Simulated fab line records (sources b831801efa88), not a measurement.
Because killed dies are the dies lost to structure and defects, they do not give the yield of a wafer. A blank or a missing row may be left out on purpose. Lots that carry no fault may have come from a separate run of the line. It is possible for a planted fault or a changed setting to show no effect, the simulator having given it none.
Which tool was responsible?	flow gf180mcu	13 lots with 39 wafers sampled at 4 steps, on a route of 602 steps

## WHAT THE GAUGES READ, wafer by wafer
GF_PASSIVATION_BOW_MEAS_14. Usual: for PASSIVATION_BOW the level is 134 um and the standard deviation is 10.
lot	measured	on	PASSIVATION_BOW (um)	flag
L629	day 29 07:06	film_metro-02	118 122 132	
L630	day 29 13:46	film_metro-03	118 132 135	
L631	day 29 22:26	film_metro-04	126 125 140	
L632	day 30 03:14	film_metro-04	137 135 137	
L633	day 30 10:31	film_metro-03	133 139 142	
L635	day 30 23:43	film_metro-03	138 141 150	
L642	day 32 20:26	film_metro-02	123 135 125	
L643	day 33 02:26	film_metro-02	125 128 116	
L644	day 33 05:16	film_metro-03	119 115 118	
L645	day 33 11:55	film_metro-04	120 129 126	
L646	day 33 19:49	film_metro-02	117 120 124	
L649	day 34 11:53	film_metro-04	135 138 134	
L651	day 35 03:38	film_metro-02	146 141 157	

## TOOL THAT RAN EACH LOT (tool first, then ch and the chambers of the sampled wafers, then the start)
lot	GF_V4_ETCH_17	GF_V4_CVD_23	GF_TOP_METAL_SPUTTER_02
L629	rie_diel-03 ch 0,1, day 24 16:00	cvd_w-01 ch 0,1, day 24 17:20	pvd_sputter-03, day 27 12:37
L630	rie_diel-04 ch 0,1,2, day 25 00:00	cvd_w-02 ch 0,1, day 25 01:16	pvd_sputter-02, day 27 19:26
L631	rie_diel-04 ch 0,1,3, day 25 10:00	cvd_w-01 ch 0,1, day 25 10:53	pvd_sputter-02, day 28 04:21
L632	rie_diel-03 ch 1,2,3, day 25 18:00	cvd_w-02 ch 0,1, day 25 18:46	pvd_sputter-04, day 28 10:54
L633	rie_diel-02 ch 0,1,2, day 25 23:00	cvd_w-02 ch 0,1, day 26 00:10	pvd_sputter-02, day 28 17:59
L635	rie_diel-03 ch 1,2,3, day 26 15:00	cvd_w-01 ch 0,1, day 26 15:57	pvd_sputter-04, day 29 07:50
L642	rie_diel-02 ch 1,3, day 28 19:00	cvd_w-01 ch 1, day 28 20:49	pvd_sputter-03, day 31 08:13
L643	rie_diel-02 ch 0,2,3, day 29 03:00	cvd_w-01 ch 0,1, day 29 04:35	pvd_sputter-02, day 31 14:25
L644	rie_diel-03 ch 1,3, day 29 06:00	cvd_w-01 ch 0,1, day 29 07:29	pvd_sputter-02, day 31 17:38
L645	rie_diel-04 ch 1,2, day 29 13:00	cvd_w-01 ch 0,1, day 29 14:39	pvd_sputter-04, day 32 00:17
L646	rie_diel-03 ch 0,1, day 30 00:00	cvd_w-01 ch 0,1, day 30 00:50	pvd_sputter-02, day 32 09:36
L649	rie_diel-03 ch 0,1, day 30 18:00	cvd_w-01 ch 0,1, day 30 19:24	pvd_sputter-04, day 33 02:36
L651	rie_diel-04 ch 0,1,3, day 31 14:00	cvd_w-01 ch 0,1, day 31 15:17	pvd_sputter-04, day 33 19:23
- GF_V4_ETCH_17: etches SiO2 in C4F8/O2/Ar, stops on TiN, target depth 630 nm.
- GF_V4_CVD_23: deposits W, target thk 350 nm, time 104.9 s.
- GF_TOP_METAL_SPUTTER_02: material AlCu, target thk 900 nm, time 47.82 s.

## AS READ BY THE TOOLS THEMSELVES (means over the sampled wafers that have a number; for cases with no such wafer, the mark the record gives instead)
GF_V4_ETCH_17. Usual: oes_product_au 0.855 a.u., standard deviation 0.0053.
lot	tool	oes_product_au (a.u.)	flag
L629	rie_diel-03	0.859	
L630	rie_diel-04	0.857	
L631	rie_diel-04	0.857	
L632	rie_diel-03	0.859	
L633	rie_diel-02	0.853	
L635	rie_diel-03	0.856	
L642	rie_diel-02	0.851	
L643	rie_diel-02	0.854	
L644	rie_diel-03	0.856	
L645	rie_diel-04	0.852	
L646	rie_diel-03	0.859	
L649	rie_diel-03	0.855	
L651	rie_diel-04	0.852	

GF_V4_CVD_23. Usual: heater_power_w 851 W, standard deviation 87.
lot	tool	heater_power_w (W)	flag
L629	cvd_w-01	856	
L630	cvd_w-02	913	
L631	cvd_w-01	833	
L632	cvd_w-02	820	
L633	cvd_w-02	829	
L635	cvd_w-01	831	
L642	cvd_w-01	823	
L643	cvd_w-01	833	
L644	cvd_w-01	842	
L645	cvd_w-01	863	
L646	cvd_w-01	826	
L649	cvd_w-01	837	
L651	cvd_w-01	864	

GF_TOP_METAL_SPUTTER_02. Usual: throttle_valve_pct 29.9 %, standard deviation 1.
lot	tool	throttle_valve_pct (%)	flag
L629	pvd_sputter-03	30.6	
L630	pvd_sputter-02	29.3	
L631	pvd_sputter-02	29.9	
L632	pvd_sputter-04	29.1	
L633	pvd_sputter-02	29.4	
L635	pvd_sputter-04	30.1	
L642	pvd_sputter-03	30.5	
L643	pvd_sputter-02	29.8	
L644	pvd_sputter-02	29.4	
L645	pvd_sputter-04	29.3	
L646	pvd_sputter-02	29.9	
L649	pvd_sputter-04	30.5	
L651	pvd_sputter-04	30.0	

## THE ANSWER, worked out from the rows above alone
Rule: take the mean of a lot's wafers that have a number; if it is more than 3 standard deviations from the usual mean, the lot is off. Also off: a lot with no number at a reading for which 4 or more lots have one. The other lots that the step has rows for count as sound. After the gauges, taken in route order, come the tools' own readings; for these a lot's mean is taken, as printed above. At the first step where some lot is off, the reading lying furthest off is the one used; lots without a number count as furthest.
Nothing can be told from this: no lot is off at any reading shown.

## WHAT WAS PUT IN BY THE SIMULATOR
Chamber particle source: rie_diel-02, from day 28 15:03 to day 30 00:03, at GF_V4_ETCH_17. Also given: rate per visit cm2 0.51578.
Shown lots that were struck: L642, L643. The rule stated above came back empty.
